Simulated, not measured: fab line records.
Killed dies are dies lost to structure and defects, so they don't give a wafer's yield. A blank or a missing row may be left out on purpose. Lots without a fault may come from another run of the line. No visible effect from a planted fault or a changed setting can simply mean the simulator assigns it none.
Chamber matching + flow sky130 + SKY_VIA3_ETCH_15 on rie_diel-04 has 4 sister chambers
The step etches SiO2 in C4F8/O2/Ar, stops on TiN, target depth 507 nm, time 78 s. 8 wafers are shown with their chamber, then 12 later ones without.

== WAFERS, EACH WITH ITS CHAMBER ==
| wafer  | chamber | oes_product_au (a.u.) | chamber_pressure_mTorr (mTorr) |
|--------|---------|-----------------------|--------------------------------|
| L084.4 | 0       | 0.949                 | 39.99                          |
| L084.6 | 0       | 0.950                 | 40.01                          |
| L089.6 | 2       | 0.943                 | 40.04                          |
| L090.1 | 1       | 0.941                 | 39.98                          |
| L090.5 | 3       | 0.952                 | 39.96                          |
| L091.2 | 3       | 0.941                 | 40.02                          |
| L091.4 | 1       | 0.943                 | 40.01                          |
| L091.5 | 2       | 0.939                 | 40.07                          |

== WAFERS WHOSE CHAMBER IS MISSING ==
| wafer  | oes_product_au (a.u.) | chamber_pressure_mTorr (mTorr) |
|--------|-----------------------|--------------------------------|
| L093.1 | 0.944                 | 40.00                          |
| L093.4 | 0.942                 | 39.99                          |
| L093.5 | 0.951                 | 39.92                          |
| L094.3 | 0.942                 | 39.95                          |
| L094.4 | 0.950                 | 39.97                          |
| L094.6 | 0.954                 | 39.95                          |
| L095.1 | 0.944                 | 39.97                          |
| L095.2 | 0.944                 | 39.99                          |
| L095.3 | 0.942                 | 40.01                          |
| L097.2 | 0.943                 | 40.05                          |
| L097.5 | 0.941                 | 40.03                          |
| L097.6 | 0.947                 | 40.04                          |

== EACH ONE'S CHAMBER ==
| wafer  | from the rows above               | in truth |
|--------|-----------------------------------|----------|
| L093.1 | can't be placed: 1 or 3 or 0 or 2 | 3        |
| L093.4 | can't be placed: 1 or 3 or 0      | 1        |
| L093.5 | can't be placed: 3 or 0 or 1      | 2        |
| L094.3 | can't be placed: 1 or 3 or 0      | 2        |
| L094.4 | can't be placed: 3 or 0 or 1      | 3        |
| L094.6 | can't be placed: 0 or 3 or 1      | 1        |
| L095.1 | can't be placed: 3 or 1 or 0      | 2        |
| L095.2 | can't be placed: 1 or 3 or 0      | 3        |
| L095.3 | can't be placed: 1 or 3 or 2 or 0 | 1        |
| L097.2 | can't be placed: 2 or 1 or 3 or 0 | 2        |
| L097.5 | can't be placed: 2 or 1 or 3 or 0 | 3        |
| L097.6 | can't be placed: 2 or 0 or 3 or 1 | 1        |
Placed correctly: 0 of 12. These rows do not allow placing 12 (true chamber among the candidates in 9). Wrongly placed: 0.
How it was worked out, from the rows above alone: a wafer's distance from a chamber is the root of the sum, over the readings, of the square of ((its reading less the chamber's mean) divided by the reading's scatter). If the next closest chamber is less than 2 further off than the closest, the wafer can't be placed; otherwise it belongs to the closest. Each chamber's mean is taken over the wafers shown for it. The scatter: take each reading less its chamber's mean, square it, sum over the shown wafers, divide by the number of wafers less the number of chambers, and take the root.
